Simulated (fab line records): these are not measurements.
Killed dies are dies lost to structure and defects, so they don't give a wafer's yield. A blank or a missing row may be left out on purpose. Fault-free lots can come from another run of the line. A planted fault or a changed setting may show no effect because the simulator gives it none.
fab line records	flow sfq_line
record: lots: 6	wafers: 18	last_day: 91
route steps=325 shown M0@32 I0@43 M1@58 I1@73 M8@325
lots that met no fault: taken from a fault-free run of the same line
start_h: hours from the record's first day to the start of the lot's first wafer shown	wait_h: time in hours since the lot's previous step	" unchanged from the row above	L1.1+2: a single row standing in for several wafers	- no value, or no start was given	* or withheld: withheld	< > ~ a bound
route shown NAME@n: names a module that has steps shown in the file, with the first one's number in the route	usual: average and standard deviation across the fault-free wafers	same: alike in all rows	chamber/n: place in a boat	sites: per-site readings	_std_site: how widely they spread, as a standard deviation	_edge_site: the outer-site mean with the inner-site mean subtracted	radius_mm: for every site, how far away it sits from the centre of the wafer	mask NAME#n: copy n	behind: the most recent tool/chamber to have shaped the wafer	hold: cause of the lot's hold/its duration in hours/its outcome	device: which transistor (n, p or np) failed to switch	end of line: the same wafers' tests at the end of the route	step lacking rows: just its recipe	killed: dies that structure and defects cost at the first sort, which is not the same as the wafer's yield	map: per-die view of a wafer (x killed, . not killed, _ where there is no die)
set.NAME: the setting that was run; set.NAME@STEP: the one run at that earlier step	model.NAME: the simulator's own value behind a step, which no gauge read
lots seen at some steps along the route; tables by step, rows by wafer
services: from which hour (start_h, from the record's first day; less than 0 if before it) a tool's chamber was out of use, for how many hours, and why
== steps ==
step: SFQ_TRILAYER_M0_LITHO_COAT_026
recipe: resist: BARC	spin_rpm: 3000	resist_thk_nm: 62
step: SFQ_TRILAYER_M0_LITHO_COAT_021
recipe: resist: KrF	spin_rpm: 3000	resist_thk_nm: 600
step: SFQ_TRILAYER_M0_LITHO_SOFTBAKE_025
recipe: temp_c: withheld	time_s: withheld	resist: KrF
step: SFQ_TRILAYER_M0_LITHO_EXPOSE_022
recipe: mask_id: M0	na: 0.6	source_shape: conventional	sigma_outer: 0.65	target_cd_nm: 500	dose_mj: 14.4
step: SFQ_TRILAYER_M0_LITHO_PEB_024
recipe: peb_temp_c: 115	peb_time_s: 60	resist: KrF
step: SFQ_TRILAYER_M0_LITHO_DEVELOP_023
recipe: time_s: 60	resist: KrF
step: SFQ_M0_OVL_MEAS_906
usual: M0_OVL: 1/5.4
lot.wafer	tool	chamber	start_h	wait_h	M0_OVL[nm]
L972.1	overlay-02	-	273.66	0.1	1
L972.3	"	-	"	"	1
L972.6	"	-	"	"	3
L978.1	overlay-01	-	367.30	0.1	3
L978.4	"	-	"	"	0
L978.5	"	-	"	"	5
L981.1	overlay-01	-	402.10	0.1	-4
L981.2	"	-	"	"	-3
L981.4	"	-	"	"	-4
L983.1	overlay-01	-	415.30	0.1	1
L983.2	"	-	"	"	5
L983.5	"	-	"	"	-3
L985.2	overlay-01	-	424.91	0.1	3
L985.3	"	-	"	"	1
L985.6	"	-	"	"	3
L988.4	overlay-02	-	448.55	0.1	-2
L988.5	"	-	"	"	-6
L988.6	"	-	"	"	-2
step: SFQ_TRILAYER_M0_BARC_OPEN_METAL_ETCH_031
recipe: mask_material: PR	chemistry: O2	target_depth_nm: 125	target: BARC	icp_w: 600	bias_w: 80	pressure_mtorr: 10	time_s: 41.7
step: SFQ_TRILAYER_M0_ETCH_METAL_ETCH_024
recipe: target: Nb	stop_on: SiO2	mask_material: PR	chemistry: Cl2/Ar	target_depth_nm: 240	icp_w: 600	bias_w: 80	pressure_mtorr: 10	time_s: 120
usual: drypump_motor_current_A: 5.9/0.41	oes_product_au: 0.896/0.0067	rf_fwd_power_W: 596.8/1.8
same: time_s: 120
lot.wafer	tool	chamber	start_h	wait_h	drypump_motor_current_A	oes_product_au	rf_fwd_power_W	rf_hours_counter_h
L972.1	rie_metal-01	0	273.76	0.0	6.4	0.904	594.9	158
L972.3	"	0	"	"	6.4	0.900	594.4	-
L972.6	"	1	"	"	5.9	0.894	599.8	-
L978.1	rie_metal-03	0	367.40	0.0	6.1	0.898	598.7	69
L978.4	"	1	"	"	6.0	0.897	596.0	-
L978.5	"	1	"	"	6.0	0.896	597.3	-
L981.1	rie_metal-03	1	402.20	0.0	6.0	0.896	593.3	17
L981.2	"	0	"	"	6.1	0.895	597.2	72
L981.4	"	1	"	"	6.0	0.889	596.5	-
L983.1	rie_metal-04	0	415.40	0.0	5.1	0.899	596.9	110
L983.2	"	1	"	"	5.8	0.898	595.9	20
L983.5	"	0	"	"	5.1	0.896	597.5	-
L985.2	rie_metal-01	1	425.00	0.0	5.9	0.882	599.5	97
L985.3	"	1	"	"	5.9	0.890	597.8	-
L985.6	"	0	"	"	6.5	0.896	594.9	-
L988.4	rie_metal-01	1	448.81	0.2	5.9	0.898	595.8	-
L988.5	"	1	"	"	5.9	0.896	598.6	-
L988.6	"	1	"	"	5.9	0.893	597.4	-
step: SFQ_TRILAYER_M0_STRIP_STRIP_025
recipe: gas: O2	power_w: 200	platen_temp_c: 40	overash_fraction: 0.6742	chemistry: O2	pressure_mtorr: 50
usual: drypump_motor_current_A: 5.9/0.41	oes_product_au: 1.004/0.0068
lot.wafer	tool	chamber	start_h	wait_h	drypump_motor_current_A	oes_product_au	rf_hours_counter_h
L972.1	rie_metal-01	0	273.88	0.1	6.4	0.989	158
L972.3	"	0	"	"	6.5	0.999	-
L972.6	"	1	"	"	5.9	1.010	-
L978.1	rie_metal-03	0	367.52	0.1	6.1	1.002	69
L978.4	"	1	"	"	6.0	1.005	-
L978.5	"	1	"	"	6.0	1.007	-
L981.1	rie_metal-03	1	402.32	0.1	6.0	1.007	17
L981.2	"	0	"	"	6.1	1.010	73
L981.4	"	1	"	"	6.0	0.992	-
L983.1	rie_metal-04	0	415.52	0.1	5.1	1.010	110
L983.2	"	1	"	"	5.8	0.999	20
L983.5	"	0	"	"	5.1	1.009	-
L985.2	rie_metal-01	1	425.12	0.1	5.9	1.014	97
L985.3	"	1	"	"	5.9	1.011	-
L985.6	"	0	"	"	6.5	1.007	-
L988.4	rie_metal-01	1	449.54	0.7	5.9	1.000	-
L988.5	"	1	"	"	5.9	0.995	-
L988.6	"	1	"	"	5.9	1.006	-
step: SFQ_TRILAYER_M0_STRIP_SOLV_CLEAN_026
recipe: chemistry: NMP	temp_c: 70	time_s: 600
step: SFQ_TRILAYER_I0_DEP_PECVD_027
recipe: material: SiO2	temp_c: 150	time_s: 111.11	pressure_torr: 2.4	rf_w: 183.3	precursor: SiH4/N2O	target_thk_nm: 500
usual: heater_power_w: 76/9.6	rf_fwd_power_W: 182.2/0.6	throttle_valve_pct: 25.5/1.3
same: time_s: 111.11
lot.wafer	tool	chamber	start_h	wait_h	heater_power_w	rf_fwd_power_W	throttle_valve_pct
L972.1	pecvd-03	1	274.66	0.0	76	182.6	26.8
L972.3	"	0	"	"	79	182.6	26.9
L972.6	"	2	"	"	76	181.5	24.9
L978.1	pecvd-02	2	368.30	0.0	75	182.0	24.9
L978.4	"	0	"	"	68	181.3	25.5
L978.5	"	1	"	"	71	182.6	24.3
L981.1	pecvd-03	2	403.10	0.0	72	182.0	25.1
L981.2	"	0	"	"	85	183.0	27.7
L981.4	"	1	"	"	69	182.5	26.9
L983.1	pecvd-04	2	416.30	0.0	97	183.0	24.0
L983.2	"	0	"	"	67	181.8	24.0
L983.5	"	0	"	"	52	181.1	24.2
L985.2	pecvd-04	2	425.90	0.0	92	183.0	24.2
L985.3	"	0	"	"	60	182.9	24.4
L985.6	"	2	"	"	95	182.8	24.2
L988.4	pecvd-03	2	450.35	0.0	83	181.8	25.4
L988.5	"	1	"	"	80	182.7	27.3
L988.6	"	0	"	"	82	183.7	28.1
step: SFQ_TRILAYER_I0_CMP_CMP_028
recipe: material: SiO2	down_force_psi: 3	platen_rpm: 60	pad_velocity_m_s: 0.94248
usual: motor_current_A: 10.0/1.3	platen_rpm: 60.00/0.037	time_to_endpoint_s: 214/6.1
lot.wafer	tool	chamber	start_h	wait_h	motor_current_A	platen_rpm	time_to_endpoint_s	model.SiO2_of_TRILAYER_I0_DEP_PECVD_027.thk_nm
L972.1	cmp-01	2	278.94	4.2	12.0	60.05	206	200.5
L972.3	"	3	"	"	8.4	59.99	206	201
L972.6	"	2	280.94	6.2	11.4	59.96	205	200.2
L978.1	cmp-01	0	369.38	1.0	8.7	59.93	206	200.8
L978.4	"	1	"	"	9.5	59.99	215	200.8
L978.5	"	2	"	"	12.1	60.01	215	200.2
L981.4	cmp-01	1	403.68	0.5	9.5	60.01	274	301.9
L981.2	"	2	"	"	11.4	59.98	212	199.5
L981.1	"	3	"	"	8.4	59.98	215	199.1
L983.1	cmp-01	3	417.38	1.0	8.7	60.01	207	199.9
L983.2	"	0	"	"	8.4	59.99	209	200.2
L983.5	"	1	"	"	9.8	60.06	281	306.1
L985.3	cmp-02	3	426.70	0.8	8.6	60.01	200	198.5
L985.2	"	2	428.20	2.3	11.4	60.02	214	199.4
L985.6	"	3	"	"	8.5	60.02	217	197.9
L988.4	cmp-02	0	450.89	0.5	10.8	59.99	218	200
L988.6	"	3	452.39	2.0	8.5	59.99	217	200.7
L988.5	"	0	"	"	10.4	59.98	220	200
step: SFQ_I0_BOW_MEAS_907
recipe: mode: bow
usual: I0_BOW: 0/7.2
lot.wafer	tool	chamber	start_h	wait_h	I0_BOW[um]
L972.1	film_metro-02	-	281.44	2.0	14
L972.3	"	-	"	"	8
L972.6	"	-	"	"	-3
L978.1	film_metro-02	-	371.38	1.5	14
L978.4	"	-	"	"	4
L978.5	"	-	"	"	15
L981.1	film_metro-01	-	406.18	1.0	9
L981.2	"	-	"	"	-8
L981.4	"	-	"	"	6
L983.1	film_metro-03	-	419.38	1.5	-9
L983.2	"	-	"	"	-1
L983.5	"	-	"	"	4
L985.2	film_metro-02	-	429.72	1.0	7
L985.3	"	-	"	"	5
L985.6	"	-	"	"	6
L988.4	film_metro-02	-	453.45	2.1	-6
L988.5	"	-	"	"	2
L988.6	"	-	"	"	-12
step: SFQ_TRILAYER_I0_METRO_MEASURE_029
usual: thk_nm: 200.2/0.86
lot.wafer	tool	chamber	start_h	wait_h	thk_nm
L972.1	film_metro-02	-	281.56	0.1	200.5
L972.3	"	-	"	"	201.1
L972.6	"	-	"	"	200.5
L978.1	film_metro-02	-	371.50	0.1	200.8
L978.4	"	-	"	"	200.8
L978.5	"	-	"	"	200.1
L981.1	film_metro-01	-	406.30	0.1	199.1
L981.2	"	-	"	"	199.4
L981.4	"	-	"	"	301.9
L983.1	film_metro-03	-	419.50	0.1	199.9
L983.2	"	-	"	"	200.1
L983.5	"	-	"	"	306.0
L985.2	film_metro-02	-	430.02	0.3	199.5
L985.3	"	-	"	"	198.3
L985.6	"	-	"	"	198.0
L988.4	film_metro-02	-	454.11	0.6	199.9
L988.5	"	-	"	"	199.9
L988.6	"	-	"	"	200.7
step: SFQ_TRILAYER_I0_VIA_LITHO_COAT_036
recipe: resist: BARC	spin_rpm: 3000	resist_thk_nm: 62
step: SFQ_TRILAYER_I0_VIA_LITHO_COAT_031
recipe: resist: KrF	spin_rpm: 3000	resist_thk_nm: 650
step: SFQ_TRILAYER_I0_VIA_LITHO_SOFTBAKE_035
recipe: temp_c: withheld	time_s: withheld	resist: KrF
step: SFQ_TRILAYER_I0_VIA_LITHO_EXPOSE_032
recipe: mask_id: I0	na: 0.6	source_shape: conventional	sigma_outer: 0.65	target_cd_nm: 500	dose_mj: 21.3
step: SFQ_TRILAYER_I0_VIA_LITHO_PEB_034
recipe: peb_temp_c: 115	peb_time_s: 60	resist: KrF
step: SFQ_TRILAYER_I0_VIA_LITHO_DEVELOP_033
recipe: time_s: 60	resist: KrF
step: SFQ_I0_OVL_MEAS_908
usual: I0_OVL: 2/5.7
lot.wafer	tool	chamber	start_h	wait_h	I0_OVL[nm]
L972.1	overlay-01	-	405.70	0.1	11
L972.3	"	-	"	"	8
L972.6	"	-	"	"	10
L978.1	overlay-02	-	511.31	0.1	4
L978.4	"	-	"	"	9
L978.5	"	-	"	"	2
L981.1	overlay-02	-	569.51	0.1	0
L981.2	"	-	"	"	-4
L981.4	"	-	"	"	2
L983.1	overlay-01	-	582.71	0.1	6
L983.2	"	-	"	"	2
L983.5	"	-	"	"	6
L985.2	overlay-02	-	598.79	0.1	-3
L985.3	"	-	"	"	-2
L985.6	"	-	"	"	-6
L988.4	overlay-01	-	621.82	0.1	-9
L988.5	"	-	"	"	-2
L988.6	"	-	"	"	-11
step: SFQ_TRILAYER_I0_VIA_BARC_OPEN_VIA_ETCH_046
recipe: mask_material: PR	chemistry: O2	target_depth_nm: 125	target: BARC	source_w: 500	bias_w: 80	pressure_mtorr: 30	time_s: 41.7
step: SFQ_TRILAYER_I0_VIA_ETCH_VIA_ETCH_034
recipe: target: SiO2	stop_on: Nb	mask_material: PR	taper_deg: 20	chemistry: CHF3	target_depth_nm: 260	source_w: 500	bias_w: 80	pressure_mtorr: 30	time_s: withheld
usual: drypump_motor_current_A: 5.7/0.37	oes_product_au: 0.855/0.0046	rf_fwd_power_W: 498.1/1.7
lot.wafer	tool	chamber	start_h	wait_h	drypump_motor_current_A	oes_product_au	rf_fwd_power_W	model.I0.feature_depth_nm	model.etch.depth_nm
L972.1	rie_diel-01	2	405.78	0.0	6.2	0.853	497.1	200.5	200.5
L972.3	"	1	"	"	5.8	0.860	496.9	201	201
L972.6	"	3	"	"	5.8	0.853	495.9	200.2	200.2
L978.1	rie_diel-01	0	511.39	0.0	5.4	0.857	497.8	200.8	200.8
L978.4	"	1	"	"	5.8	0.861	498.2	200.8	200.8
L978.5	"	1	"	"	5.8	0.859	496.3	200.2	200.2
L981.1	rie_diel-02	3	569.59	0.0	5.4	0.850	495.5	199.1	199.1
L981.2	"	0	"	"	5.1	0.852	498.2	199.5	199.5
L981.4	"	1	"	"	6.0	0.994	498.7	260.6	260.6
L983.1	rie_diel-02	0	582.79	0.0	5.1	0.852	498.5	199.9	199.9
L983.2	"	1	"	"	6.0	0.850	497.3	200.2	200.2
L983.5	"	3	"	"	5.5	1.008	498.2	263.3	263.3
L985.2	rie_diel-03	2	598.86	0.0	5.7	0.852	499.3	199.4	199.4
L985.3	"	3	"	"	6.0	0.852	498.6	198.5	198.5
L985.6	"	0	"	"	5.2	0.846	500.0	197.9	197.9
L988.4	rie_diel-03	2	621.88	0.0	5.7	0.855	500.8	200	200
L988.5	"	1	"	"	5.8	0.854	499.7	200	200
L988.6	"	0	"	"	5.1	0.856	498.1	200.7	200.7
step: SFQ_TRILAYER_I0_VIA_STRIP_STRIP_035
recipe: gas: O2	power_w: 200	platen_temp_c: 40	overash_fraction: 0.65	chemistry: O2	pressure_mtorr: 50
usual: drypump_motor_current_A: 5.8/0.43	oes_product_au: 1.000/0.0081
lot.wafer	tool	chamber	start_h	wait_h	drypump_motor_current_A	oes_product_au	rf_hours_counter_h
L972.1	rie_metal-01	1	405.89	-	5.9	1.003	94
L972.3	"	0	"	"	6.5	1.009	-
L972.6	"	1	"	"	5.9	1.015	-
L978.1	rie_metal-02	0	511.50	-	6.3	0.975	6
L978.4	"	1	"	"	5.4	0.992	-
L978.5	"	1	"	"	5.4	0.996	-
L981.1	rie_metal-02	1	569.70	-	5.4	1.006	19
L981.2	"	0	"	"	6.3	0.992	14
L981.4	"	0	"	"	6.3	0.991	-
L983.1	rie_metal-02	1	582.90	-	5.5	1.000	21
L983.2	"	1	"	"	5.5	0.991	-
L983.5	"	1	"	"	5.4	0.992	-
L985.2	rie_metal-02	0	598.97	-	6.3	0.989	17
L985.3	"	0	"	"	6.2	0.992	-
L985.6	"	0	"	"	6.2	0.986	-
L988.4	rie_metal-04	1	622.19	-	5.8	0.996	-
L988.5	"	0	"	"	5.1	1.007	-
L988.6	"	1	"	"	5.8	0.998	-
step: SFQ_TRILAYER_I0_VIA_STRIP_SOLV_CLEAN_036
recipe: chemistry: NMP	temp_c: 70	time_s: 600
step: SFQ_TRILAYER_M1_DEP_PRE_CLEAN_038
recipe: gas: Ar	time_s: 22.5	bias_v: 250
step: SFQ_TRILAYER_M1_DEP_SPUTTER_037
recipe: material: Nb	base_pressure_pa: 1.33e-06	chamber_pressure_pa: 0.1333	substrate_temp_c: 20	resputter_cathode_voltage_v: 400	target_thk_nm: 200	power_w: 2000	time_s: 133.3
step: SFQ_M1_RS_MEAS_909
recipe: thk_meas_gauge: four-point-probe	reads: Nb_of_TRILAYER_M1_DEP_SPUTTER_037
usual: M1_NB_RS: 0.889/0.0088
lot.wafer	tool	chamber	start_h	wait_h	M1_NB_RS[ohm/sq]
L972.1	film_metro-03	-	406.79	0.0	0.875
L972.3	"	-	"	"	0.880
L972.6	"	-	"	"	0.881
L978.1	film_metro-03	-	512.39	0.0	0.892
L978.4	"	-	"	"	0.891
L978.5	"	-	"	"	0.895
L981.1	film_metro-04	-	570.59	0.0	0.894
L981.2	"	-	"	"	0.896
L981.4	"	-	"	"	0.899
L983.1	film_metro-04	-	584.39	0.0	0.880
L983.2	"	-	"	"	0.887
L983.5	"	-	"	"	0.883
L985.2	film_metro-03	-	599.88	0.1	0.883
L985.3	"	-	"	"	0.890
L985.6	"	-	"	"	0.889
L988.4	film_metro-01	-	622.95	0.1	0.905
L988.5	"	-	"	"	0.905
L988.6	"	-	"	"	0.907
step: SFQ_TRILAYER_M1_LITHO_COAT_044
recipe: resist: BARC	spin_rpm: 3000	resist_thk_nm: 62
step: SFQ_TRILAYER_M1_LITHO_COAT_039
recipe: resist: KrF	spin_rpm: 2949	resist_thk_nm: 600
step: SFQ_TRILAYER_M1_LITHO_SOFTBAKE_043
recipe: temp_c: withheld	time_s: withheld	resist: KrF
step: SFQ_TRILAYER_M1_LITHO_EXPOSE_040
recipe: mask_id: M1	na: 0.6	source_shape: conventional	sigma_outer: 0.65	target_cd_nm: 500	dose_mj: 14.4
step: SFQ_TRILAYER_M1_LITHO_PEB_042
recipe: peb_temp_c: 115	peb_time_s: 60	resist: KrF
step: SFQ_TRILAYER_M1_LITHO_DEVELOP_041
recipe: time_s: 60	resist: KrF
step: SFQ_M1_OVL_MEAS_911
usual: M1_OVL: -2/5.9
lot.wafer	tool	chamber	start_h	wait_h	M1_OVL[nm]
L972.1	overlay-01	-	568.31	0.1	-5
L972.3	"	-	"	"	1
L972.6	"	-	"	"	-1
L978.1	overlay-01	-	690.67	0.1	-6
L978.4	"	-	"	"	-5
L978.5	"	-	"	"	-3
L981.1	overlay-01	-	739.67	0.1	-2
L981.2	"	-	"	"	9
L981.4	"	-	"	"	3
L983.1	overlay-01	-	752.87	0.1	-8
L983.2	"	-	"	"	-2
L983.5	"	-	"	"	-14
L985.2	overlay-01	-	771.76	0.1	-3
L985.3	"	-	"	"	-9
L985.6	"	-	"	"	-1
L988.4	overlay-01	-	786.17	0.1	-3
L988.5	"	-	"	"	-4
L988.6	"	-	"	"	-4
step: SFQ_TRILAYER_M1_BARC_OPEN_METAL_ETCH_054
recipe: mask_material: PR	chemistry: O2	target_depth_nm: 125	target: BARC	icp_w: 600	bias_w: 83.06	pressure_mtorr: 10	time_s: 41.7
usual: drypump_motor_current_A: 5.8/0.4	oes_product_au: 0.685/0.0051	rf_fwd_power_W: 594.3/2.4
same: time_s: 41.7
lot.wafer	tool	chamber	start_h	wait_h	drypump_motor_current_A	oes_product_au	rf_fwd_power_W	rf_hours_counter_h	model.SiO2_of_TRILAYER_I0_DEP_PECVD_027.thk_nm
L972.1	rie_metal-04	1	568.35	0.0	5.9	0.676	596.5	35	193
L972.3	"	1	"	"	5.9	0.685	596.3	-	193.5
L972.6	"	0	"	"	5.1	0.683	590.8	-	192.7
L978.1	rie_metal-02	1	690.71	0.0	5.4	0.681	596.8	36	193.3
L978.4	"	0	"	"	6.3	0.681	593.0	-	193.3
L978.5	"	1	"	"	5.4	0.681	597.2	-	192.7
L981.1	rie_metal-03	1	739.71	0.0	6.0	0.683	597.5	65	191.6
L981.2	"	0	"	"	6.1	0.687	591.7	119	192
L981.4	"	0	"	"	6.1	0.680	593.5	-	294.4
L983.1	rie_metal-03	0	752.91	0.0	6.1	0.690	590.9	121	192.4
L983.2	"	1	"	"	6.0	0.680	595.0	66	192.7
L983.5	"	1	"	"	6.0	0.681	594.2	-	298.6
L985.2	rie_metal-03	0	771.79	0.0	6.1	0.686	592.9	123	191.9
L985.3	"	0	"	"	6.1	0.691	592.5	-	191
L985.6	"	0	"	"	6.1	0.690	593.6	-	190.4
L988.4	rie_metal-03	1	786.21	0.0	6.0	0.690	597.6	-	192.5
L988.5	"	0	"	"	6.1	0.680	590.9	-	192.5
L988.6	"	1	"	"	6.0	0.692	595.5	-	193.2
step: SFQ_TRILAYER_M1_ETCH_METAL_ETCH_042
recipe: target: Nb	stop_on: SiO2	mask_material: PR	chemistry: Cl2/Ar	target_depth_nm: 240	icp_w: 600	bias_w: 80	pressure_mtorr: 10	time_s: 120
usual: drypump_motor_current_A: 5.8/0.4	oes_product_au: 0.895/0.006	rf_fwd_power_W: 597.4/1.8
same: time_s: 120
lot.wafer	tool	chamber	start_h	wait_h	drypump_motor_current_A	oes_product_au	rf_fwd_power_W	rf_hours_counter_h
L972.1	rie_metal-04	1	568.40	0.0	5.8	0.903	598.2	35
L972.3	"	1	"	"	5.8	0.896	595.7	-
L972.6	"	0	"	"	5.1	0.895	591.4	-
L978.1	rie_metal-02	1	690.77	0.0	5.4	0.894	596.7	36
L978.4	"	0	"	"	6.3	0.896	597.3	-
L978.5	"	1	"	"	5.4	0.898	596.9	-
L981.1	rie_metal-03	1	739.77	0.0	6.0	0.893	598.2	65
L981.2	"	0	"	"	6.1	0.886	597.4	119
L981.4	"	0	"	"	6.1	0.892	596.2	-
L983.1	rie_metal-03	0	752.97	0.0	6.1	0.897	600.2	121
L983.2	"	1	"	"	6.0	0.891	597.1	66
L983.5	"	1	"	"	6.0	0.897	597.2	-
L985.2	rie_metal-03	0	771.85	0.0	6.1	0.904	596.6	123
L985.3	"	0	"	"	6.1	0.897	598.3	-
L985.6	"	0	"	"	6.1	0.891	596.9	-
L988.4	rie_metal-03	1	786.29	0.1	6.0	0.885	595.2	-
L988.5	"	0	"	"	6.1	0.891	597.3	-
L988.6	"	1	"	"	6.0	0.881	595.9	-
step: SFQ_TRILAYER_M1_STRIP_STRIP_043
recipe: gas: O2	power_w: 200	platen_temp_c: 40	overash_fraction: 0.65	chemistry: O2	pressure_mtorr: 50
step: SFQ_TRILAYER_M1_STRIP_SOLV_CLEAN_044
recipe: chemistry: NMP	temp_c: 70	time_s: 600
step: SFQ_TRILAYER_I1_DEP_PECVD_045
recipe: material: SiO2	temp_c: 150	time_s: 111.11	pressure_torr: 2.4	rf_w: 183.3	precursor: SiH4/N2O	target_thk_nm: 500
step: SFQ_M8_BOW_MEAS_951
recipe: mode: bow
usual: M8_BOW: 9/10
lot.wafer	tool	chamber	start_h	wait_h	M8_BOW[um]	model.etest.i0.link_ohm
L972.1	film_metro-02	-	2077.16	0.0	26	1.937
L972.3	"	-	"	"	20	1.95
L972.6	"	-	"	"	8	1.953
L978.1	film_metro-02	-	2111.78	0.0	26	1.965
L978.4	"	-	"	"	16	1.963
L978.5	"	-	"	"	26	1.97
L981.1	film_metro-01	-	2135.71	0.0	16	1.967
L981.2	"	-	"	"	-2	1.973
L981.4	"	-	"	"	12	1e+06
L983.1	film_metro-03	-	2146.96	0.0	10	1.948
L983.2	"	-	"	"	17	1.952
L983.5	"	-	"	"	21	1e+06
L985.2	film_metro-03	-	2160.04	0.0	14	1.976
L985.3	"	-	"	"	12	1.98
L985.6	"	-	"	"	13	1.977
L988.4	film_metro-02	-	2175.68	0.1	11	1.988
L988.5	"	-	"	"	20	1.986
L988.6	"	-	"	"	6	1.994
== services ==
tool	chamber	start_h	hours	kind
rie_metal-04	-	253.39	2.8	pm
rie_metal-01	-	287.48	1.2	repair
film_metro-02	-	293.93	0.2	pm
cmp-01	-	305.96	2.2	repair
cmp-01	-	320.41	5.1	pm
rie_metal-03	-	330.30	10.0	pm
rie_metal-01	-	344.68	1.2	repair
cmp-01	-	348.71	0.8	repair
rie_metal-01	-	364.77	14.6	pm
film_metro-02	-	394.19	12.8	pm
film_metro-02	-	435.74	0.4	pm
rie_metal-01	0	436.33	35.0	repair
rie_metal-04	-	448.85	15.6	pm
film_metro-02	-	461.11	0.9	pm
rie_metal-02	-	469.75	0.6	repair
cmp-01	-	477.56	5.4	pm
rie_metal-02	1	502.60	2.3	repair
rie_metal-03	-	521.13	4.4	repair
rie_metal-02	0	580.57	3.7	repair
rie_metal-04	0	679.11	6.2	repair
rie_metal-03	0	679.18	2.1	repair
rie_metal-04	1	703.01	1.0	repair
rie_metal-01	0	741.76	4.3	repair
rie_metal-02	1	747.28	5.9	repair
== key ==
first_sign: step: SFQ_TRILAYER_I0_CMP_CMP_028	reading: time_to_endpoint_s	direction: up	sigmas: 10	usual: *	struck: *
effect: step: SFQ_TRILAYER_I0_METRO_MEASURE_029	reading: thk_nm	direction: up	sigmas: 99+	usual: 200.2	struck: 303.9
effect: step: SFQ_TRILAYER_I0_VIA_ETCH_VIA_ETCH_034	reading: oes_product_au	direction: up	sigmas: 32	usual: 0.855	struck: 1.001
model_effect: step: SFQ_TRILAYER_I0_CMP_CMP_028	value: SiO2_of_TRILAYER_I0_DEP_PECVD_027.thk_nm	without: 199.7	struck: 304
model_effect: step: SFQ_TRILAYER_I0_VIA_ETCH_VIA_ETCH_034	value: I0.feature_depth_nm	without: 199.7	struck: 261.9
model_effect: step: SFQ_TRILAYER_M1_BARC_OPEN_METAL_ETCH_054	value: SiO2_of_TRILAYER_I0_DEP_PECVD_027.thk_nm	without: 192.2	struck: 296.5
model_effect: step: SFQ_M8_BOW_MEAS_951	value: etest.i0.link_ohm	without: 1.966	struck: 1e+06
met_at SFQ_TRILAYER_I0_CMP_CMP_028
struck_wafers L981.4,L983.5
onset_between 369.38 403.68
fault: kind: process_parameter_drift	tool: cmp-01	chamber: 1	onset_h: 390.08	steps: SFQ_TRILAYER_I0_CMP_CMP_028	channel: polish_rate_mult	offset: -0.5	shape: step	end_h: 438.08
